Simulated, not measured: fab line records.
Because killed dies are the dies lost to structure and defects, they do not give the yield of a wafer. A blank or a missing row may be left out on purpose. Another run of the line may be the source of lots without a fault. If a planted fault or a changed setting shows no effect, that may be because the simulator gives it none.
2 desks looking at one fault :: flow gf180mcu :: what lay behind the numbers comes last; until then each desk has only its own

## METROLOGY DESK
Lot by lot, what the gauges showed, no matter which tool ran the lot: averages of those sampled wafers that carry a number. Marked OUT: a lot whose mean sits more than 4 standard deviations from the usual mean, which makes it out of limits; the brackets give that distance.
Columns: A = V5_CVD_00_THK at GF_V5_THK_MEAS_01, usual 299 nm; B = V5_CVD_02_THK at GF_V5_THK_MEAS_03, usual 1453 nm; C = PASSIVATION_CVD_00_THK at GF_PASSIVATION_THK_MEAS_01, usual 997 nm
lot: L967
first seen here: day 26 09:51
A: 300
B: 1434
C: 1008

lot: L969
first seen here: day 27 09:40
A: 302
B: 1447
C: 1001

lot: L970
first seen here: day 27 18:34
A: 298
B: 1429
C: 993

lot: L971
first seen here: day 27 23:41
A: 303
B: 1448
C: 989

lot: L973
first seen here: day 28 14:43
A: 302
B: 1458
C: 984

lot: L972
first seen here: day 28 17:02
A: 296
B: 1455
C: 992

lot: L974
first seen here: day 29 01:57
A: 301
B: 1446
C: 981

lot: L976
first seen here: day 29 16:23
A: 302
B: 1465
C: 1002

lot: L979
first seen here: day 30 10:59
A: 299
B: 1477
C: 1001

lot: L981
first seen here: day 30 20:52
A: 301
B: 1459
C: 988

lot: L982
first seen here: day 31 05:46
A: 301
B: 1452
C: 994

lot: L983
first seen here: day 31 08:56
A: 301
B: 1444
C: 991

lot: L986
first seen here: day 32 03:10
A: 298
B: 1468
C: 1001

lot: L987
first seen here: day 32 12:20
A: 295
B: 1445
C: 1003
This desk's finding: nothing out of limits on any of the 14 lots.

## AT THE TOOL OWNER'S DESK: plasma_asher-03
The tool's own readings at GF_HV_LDD_STRIP_10 (strips in O2/N2): means of the sampled wafers that have a number, for each lot that ran on this tool. Marked OUT: a lot whose mean sits more than 4 standard deviations from the usual mean, which makes it out of limits; the brackets give that distance.
Columns: A = drypump_motor_current_A at GF_HV_LDD_STRIP_10, usual 6.33 A; B = heater_power_w at GF_HV_LDD_STRIP_10, usual 352 W; C = oes_product_au at GF_HV_LDD_STRIP_10, usual 0.716 a.u.; D = strip_time_to_endpoint_s at GF_HV_LDD_STRIP_10, usual 12.66 s
lot: L969
first seen here: day 10 23:58
A: 6.15
B: 313
C: 0.716
D: 12.71

lot: L971
first seen here: day 11 14:24
A: 6.14
B: 318
C: 0.715
D: 12.66

lot: L972
first seen here: day 12 04:37
A: 6.26
B: 300
C: 0.716
D: 12.69

lot: L976
first seen here: day 13 05:53
A: 6.04
B: 346
C: 0.717
D: 12.63

lot: L979
first seen here: day 14 04:26
A: 6.04
B: 341
C: 0.718
D: 12.66

lot: L981
first seen here: day 14 14:07
A: 5.93
B: 366
C: 0.715
D: 12.69

lot: L982
first seen here: day 14 22:47
A: 6.02
B: 342
C: 0.716
D: 12.69
This desk's finding: nothing out of limits on any of the 7 lots.

## PUT TOGETHER
At the metrology desk, nothing out of limits was observed.
Nothing out of limits was seen by the tool owner's desk.

## WHAT WAS PUT IN BY THE SIMULATOR
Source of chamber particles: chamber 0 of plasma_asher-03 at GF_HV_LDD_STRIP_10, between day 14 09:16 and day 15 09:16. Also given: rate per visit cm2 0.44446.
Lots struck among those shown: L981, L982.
